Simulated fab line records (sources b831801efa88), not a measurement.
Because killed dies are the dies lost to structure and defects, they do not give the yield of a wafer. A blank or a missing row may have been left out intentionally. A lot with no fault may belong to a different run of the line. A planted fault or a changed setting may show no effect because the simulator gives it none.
Comparing a struck lot with a sound one    flow sfq_line    15 steps out of a route of 325
Sound: wafers L221.4, L221.5, L221.6. Struck: wafer L227.5 (left out: L227.3, L227.6 of the same lot, which were not struck); the cause appears at the end.
For every step that has rows: the tool of each side, followed by ch and its chambers, followed by its first start. Under that, the readings that differ: sound wafers    struck wafers    difference of the means    sigmas: that difference in standard deviations of wafers without a fault.
alike: a reading whose means differ by less than 2 such deviations, as well as words and numbers matching on both sides. not compared: withheld readings; readings where some wafer has no value; bounds like >300 that might hide an equal value; numbers whose values overlap and for which the record gives no deviation.
A row with sigmas, a row that says differs or no value, or rows on one side alone: a step with any of these is where the two part. Numbers that have no deviation but don't overlap get no sigmas and don't part them. Lack of a reading on every wafer of one side parts them only where that side has two or more wafers.

SFQ_TRILAYER_L0_BARC_OPEN_METAL_ETCH_010: etches BARC in O2, target depth 125 nm, time 41.7 s.
  sound on rie_metal-04 ch 0,1, day 3 23:19; struck on rie_metal-04 ch 1, day 5 02:55
  alike: drypump_motor_current_A, oes_product_au
  not compared: rf_hours_counter_h
SFQ_TRILAYER_L0_ETCH_METAL_ETCH_008: etches MoNx KI in SF6/O2, stops on SiO2, target depth 50 nm, time 25 s.
  sound on rie_metal-04 ch 0,1, day 3 23:22; struck on rie_metal-04 ch 1, day 5 02:58
  alike: drypump_motor_current_A, oes_product_au
  not compared: rf_hours_counter_h
SFQ_TRILAYER_L0_STRIP_STRIP_009: strips in O2.
  sound on rie_metal-04 ch 0,1, day 3 23:36; struck on rie_metal-04 ch 1, day 5 03:12
  alike: drypump_motor_current_A, oes_product_au, platen_temp_c
  not compared: rf_hours_counter_h
then, 1 step without rows for these wafers: SFQ_TRILAYER_L0_STRIP_SOLV_CLEAN_010 (cleans in NMP, time 600 s).
SFQ_TRILAYER_L0_CAP_PECVD_011: deposits SiO2 from SiH4/N2O, time 13.333 s, target thk 60 nm.
  sound on pecvd-04 ch 0,1,2, day 4 00:11; struck on pecvd-01 ch 0, day 5 03:47
  alike: heater_power_w, susceptor_temp_C, throttle_valve_pct
then, 6 steps without rows for these wafers: SFQ_TRILAYER_L0_VIA_LITHO_COAT_018 (resist thk 62 nm); SFQ_TRILAYER_L0_VIA_LITHO_COAT_013 (resist thk 650 nm); SFQ_TRILAYER_L0_VIA_LITHO_SOFTBAKE_017; SFQ_TRILAYER_L0_VIA_LITHO_EXPOSE_014 (exposes mask L0V, target cd 700 nm); SFQ_TRILAYER_L0_VIA_LITHO_PEB_016 (peb time 60 s); SFQ_TRILAYER_L0_VIA_LITHO_DEVELOP_015 (time 60 s).
-- the record jumps here: 3 days lie between the struck wafers' starts before and after --
SFQ_L0V_OVL_MEAS_903:
  sound on overlay-01 at day 7 04:38; struck on overlay-02 at day 8 10:38
  alike: L0V_OVL
SFQ_TRILAYER_L0_VIA_BARC_OPEN_VIA_ETCH_021: etches BARC in O2, target depth 125 nm, time 41.7 s.
  sound on rie_diel-01 ch 0,1,2, day 7 04:40; struck on rie_diel-01 ch 0, day 8 10:39
reading                                                  sound              struck  difference  sigmas
model.KrF_of_TRILAYER_L0_VIA_LITHO_COAT_013.thk_nm (nm)  574.1 574.1 572.6  586.9   +13.3       
  alike: drypump_motor_current_A, oes_product_au
  not compared: rf_hours_counter_h
SFQ_TRILAYER_L0_VIA_ETCH_VIA_ETCH_016: etches SiO2 in CHF3, stops on MoNx KI, target depth 80 nm.
  sound on rie_diel-01 ch 0,1,2, day 7 04:43; struck on rie_diel-01 ch 0, day 8 10:41
reading                                                  sound              struck  difference  sigmas
model.KrF_of_TRILAYER_L0_VIA_LITHO_COAT_013.thk_nm (nm)  559.9 560.4 558.5  572.7   +13.1       
  alike: drypump_motor_current_A, oes_product_au
SFQ_TRILAYER_L0_VIA_STRIP_STRIP_017: strips in O2.
  sound on rie_metal-02 ch 0,1, day 7 04:56; struck on rie_metal-02 ch 1, day 8 10:56
  alike: drypump_motor_current_A, oes_product_au, platen_temp_c
  not compared: rf_hours_counter_h

WHERE THEY PART
Nowhere in this record.

WHY: what had been put in by the simulator
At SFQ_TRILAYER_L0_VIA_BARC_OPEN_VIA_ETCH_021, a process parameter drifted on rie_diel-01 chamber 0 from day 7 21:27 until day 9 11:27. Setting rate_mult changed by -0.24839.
